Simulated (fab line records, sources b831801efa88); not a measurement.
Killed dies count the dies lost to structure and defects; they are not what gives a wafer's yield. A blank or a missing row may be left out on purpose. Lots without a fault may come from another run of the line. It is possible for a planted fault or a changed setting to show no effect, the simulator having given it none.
Comparing a struck lot with a sound one    flow sky130    19 steps out of a route of 708
Sound: these wafers, L767.2, L767.4, L767.6. Struck: wafer L778.1 (left out: L778.2, L778.6 of the same lot, which were not struck); the cause appears at the end.
At each step with rows: each side's tool, then ch and its chambers, then its first start. Under that, the readings that differ: sound wafers    struck wafers    difference of the means    sigmas: that difference in standard deviations of wafers without a fault.
alike: a reading whose means differ by less than 2 such deviations, as well as words and numbers matching on both sides. not compared: withheld readings; readings where some wafer has no value; bounds like >300 that might hide an equal value; numbers whose values overlap and for which the record gives no deviation.
The two part at a step that has a row with sigmas, a row that says differs or no value, or rows on one side only. Numbers that have no deviation but don't overlap get no sigmas and don't part them. Lack of a reading on every wafer of one side parts them only where that side has two or more wafers.

SKY_CONTACT_ETCH_18: etches Si3N4 in CHF3/O2, stops on TiN, time 39 s, target depth 75 nm.
  sound: rie_diel-01 ch 0,1,3; struck: rie_diel-01 ch 2
  alike: drypump_motor_current_A, oes_product_au, throttle_valve_pct
  not compared: rf_hours_counter_h
then, 4 steps without rows for these wafers: SKY_CONTACT_STRIP_19 (strips in O2/N2); SKY_CONTACT_STRIP_20 (strips in post etch residue remover, time 1200 s); SKY_CONTACT_CLEAN_21 (cleans in IPA, time 180 s); SKY_CONTACT_CLEAN_22 (cleans in O3/DIW).
SKY_CONTACT_SPUTTER_23: material TiN, target thk 20 nm, time 80 s.
  struck on pvd_sputter-02, day 38 20:29; sound on pvd_sputter-02, day 35 14:52
  alike: throttle_valve_pct
SKY_CONTACT_CVD_24: deposits W, target thk 340 nm, time 102.12 s.
  sound on cvd_w-02 ch 0,1, day 35 14:56; struck on cvd_w-02 ch 1, day 38 20:33
  alike: heater_power_w
SKY_CONTACT_RS_MEAS_25: the measuring method here is four-point-probe.
  struck on film_metro-01, day 38 20:40; sound on film_metro-01, day 35 15:04
  alike: CONTACT_W_RS
SKY_CONTACT_THK_MEAS_26: measures by xrf.
  struck on film_metro-01, day 38 20:47; sound on film_metro-01, day 35 15:10
  alike: CONTACT_W_THK
SKY_CONTACT_CMP_27: polishes, stops on SiO2, t overpolish 15 s, target thk 0 nm.
  sound on cmp-02 ch 0,2,3, day 35 15:19; struck on cmp-02 ch 0, day 38 20:50
reading               sound                 struck  difference  sigmas
overpolish_run_s (s)  15.019 15.006 14.994  14.986  -0.020      -2
  alike: motor_current_A, retaining_ring_pressure_frac, time_to_endpoint_s
SKY_METAL1_SPUTTER_00: material Ti, target thk 15 nm, time 10 s.
  struck on pvd_sputter-01, day 38 21:08; sound on pvd_sputter-01, day 35 15:31
  alike: throttle_valve_pct
then, 1 step without rows for these wafers: SKY_METAL1_SPUTTER_01 (material TiN, target thk 20 nm, time 16.7 s).
SKY_METAL1_SPUTTER_02: material AlCu, target thk 250 nm, time 13.3 s.
  struck on pvd_sputter-01, day 38 21:11; sound on pvd_sputter-01, day 35 15:34
reading                                      sound          struck  difference  sigmas
model.AlCu_of_METAL1_SPUTTER_02.thk_nm (nm)  254 250.3 251  283.6   +31.8       
  alike: throttle_valve_pct
then, 2 steps without rows for these wafers: SKY_METAL1_SPUTTER_03 (material Ti, target thk 5 nm, time 3.3 s); SKY_METAL1_SPUTTER_04 (material TiN, target thk 70 nm, time 58.3 s).
SKY_METAL1_RS_MEAS_05: the measuring method here is four-point-probe.
  struck on film_metro-02, day 38 21:17; sound on film_metro-04, day 35 15:41
reading                  sound                 struck  difference  sigmas
METAL1_ALCU_RS (ohm/sq)  0.1247 0.1265 0.1264  0.1111  -0.0148     -10
SKY_METAL1_THK_MEAS_06: measures by xrf.
  struck on film_metro-02, day 38 21:24; sound on film_metro-04, day 35 15:47
reading               sound        struck  difference  sigmas
METAL1_ALCU_THK (nm)  252 249 249  286     +36         +11
then, 1 step without rows for these wafers: SKY_METAL1_DEHYDRATE_07 (time 60 s).
-- the record jumps here: 12 days lie between the struck wafers' starts before and after (it left off in module METAL1 and takes up again in module PAD_OPEN, whose first step shown is number 708 of the route) --
SKY_PAD_OPEN_PROBE_99:
  struck on prober-02, day 50 23:04; sound on prober-02, day 48 18:37
reading                       sound                 struck  difference  sigmas
model.etest.met1.line_ohm_um  0.9334 0.9547 0.9331  0.7478  -0.1926     
model.etest.met1.rs_ohm_sq    0.1272 0.1274 0.1272  0.1133  -0.0140     
  alike: defect_limited_yield, killed_at_M0_to_M3, killed_at_M4_up, killed_at_contacts, killed_at_front_end, killed_at_other, killed_dies, killed_on_rim, killed_open, killed_short, sort_bin_3_pad_short, sort_bin_5_function, sort_bin_6_memory, sort_n_pass, sort_yield_pct

WHERE THEY PART
Last at SKY_METAL1_THK_MEAS_06 as far as this record goes, first at SKY_CONTACT_CMP_27. Later steps at which nothing parts them and some readings are alike: SKY_PAD_OPEN_PROBE_99.

WHY: the cause the simulator had injected
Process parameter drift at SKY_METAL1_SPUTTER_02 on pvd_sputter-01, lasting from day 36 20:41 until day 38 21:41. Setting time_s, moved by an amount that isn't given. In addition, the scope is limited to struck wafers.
